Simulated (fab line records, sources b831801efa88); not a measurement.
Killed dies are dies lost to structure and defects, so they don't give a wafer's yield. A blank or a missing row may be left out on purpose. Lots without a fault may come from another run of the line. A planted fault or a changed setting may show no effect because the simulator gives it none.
fab line records | flow sfq_line
record lots=14 wafers=42 last_day=91
route steps=325 shown M1@66
lots that met no fault: from a run of the same line without faults
start_h: hours from the record's first day to the start of the lot's first wafer shown | wait_h: hours since the lot's step before | " the same as in the row above | L1.1+2: a row that stands for several wafers | - no value, or no start given | * or withheld: withheld | < > ~ a bound
route shown NAME@n: a module of which the file shows steps, and the number in the route of the first | usual: mean/standard deviation of fault-free wafers | same: alike in all rows | chamber/n: place in a boat | sites: the reading at each site | _std_site: their standard deviation | _edge_site: outer sites' mean less inner sites' | radius_mm: how far each site lies from the wafer's centre | mask NAME#n: copy n | behind: the tool/chamber that last shaped the wafer | hold: why the lot was held/for how many hours/how that ended | device: the transistor (n, p or np) that didn't switch | end of line: the same wafers' tests at the end of the route | a step without rows: its recipe alone | killed: dies lost to structure and defects at the first sort, not the wafer's yield | map: a wafer's dies, x killed, . not, _ none there
set.NAME: the setting as run; set.NAME@STEP: as run at that earlier step | model.NAME: the simulator's own value behind a step, which no gauge read
steps of the route over a sample of lots; a table a step, a row a wafer
## steps
# step SFQ_TRILAYER_M1_LITHO_PEB_042
# recipe peb_temp_c=115 peb_time_s=60 resist=KrF
# usual chill_plate_temp_C=22.98/0.13 exhaust_pa=45.1/0.97
# columns lot.wafer tool chamber start_h wait_h chill_plate_temp_C exhaust_pa
L808.2 litho_track-02 0 391.20 0.8 23.17 45.6
L808.4 " 0 " " 22.99 43.7
L808.5 " 0 " " 22.95 44.3
L809.1 litho_track-02 0 393.71 1.0 23.13 44.7
L809.2 " 0 " " 23.03 44.3
L809.3 " 0 " " 23.09 44.7
L810.1 litho_track-02 0 398.51 1.0 22.83 45.3
L810.2 " 0 " " 22.88 45.6
L810.3 " 0 " " 22.87 44.8
L811.1 litho_track-02 0 408.11 1.0 23.18 44.4
L811.4 " 0 " " 23.06 45.9
L811.5 " 0 " " 23.14 45.1
L814.2 litho_track-02 0 427.45 0.8 23.00 44.0
L814.4 " 0 " " 22.91 46.0
L814.5 " 0 " " 23.10 45.9
L818.1 litho_track-03 0 491.75 1.0 22.98 45.4
L818.5 " 0 " " 23.10 45.3
L818.6 " 0 " " 22.95 45.7
L819.1 litho_track-01 0 507.47 1.0 22.67 46.0
L819.2 " 0 " " 22.83 45.9
L819.5 " 0 " " 22.66 45.9
L820.1 litho_track-01 - 526.80 1.0 - -
L820.4 " - " " - -
L820.6 " - " " - -
L821.3 litho_track-02 - 541.25 0.7 - -
L821.4 " - " " - -
L821.6 " - " " - -
L823.3 litho_track-02 0 544.85 0.7 22.81 42.6
L823.4 " 0 " " 22.98 43.8
L823.5 " 0 " " 23.08 43.2
L825.2 litho_track-02 0 549.62 0.8 23.08 45.3
L825.3 " 0 " " 22.90 45.4
L825.4 " 0 " " 23.02 44.0
L826.2 litho_track-03 0 553.22 0.8 22.87 44.8
L826.4 " 0 " " 22.88 46.8
L826.6 " 0 " " 22.77 45.3
L830.2 litho_track-01 0 564.02 0.8 23.15 45.4
L830.3 " 0 " " 23.31 43.9
L830.5 " 0 " " 23.19 44.0
L831.1 litho_track-02 0 621.60 1.0 23.08 46.8
L831.5 " 0 " " 22.91 45.9
L831.6 " 0 " " 22.95 45.8
## key
first_sign step=SFQ_TRILAYER_M1_LITHO_PEB_042 reading=tool_record direction=missing
effect none on later readings
met_at SFQ_TRILAYER_M1_LITHO_PEB_042
struck_lots L820,L821
onset_between 507.47 526.80
fault kind=skipped_step_whole tool=litho_track-01,litho_track-02 chamber=- onset_h=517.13 steps=SFQ_TRILAYER_M1_LITHO_PEB_042 scope=struck_lots_only
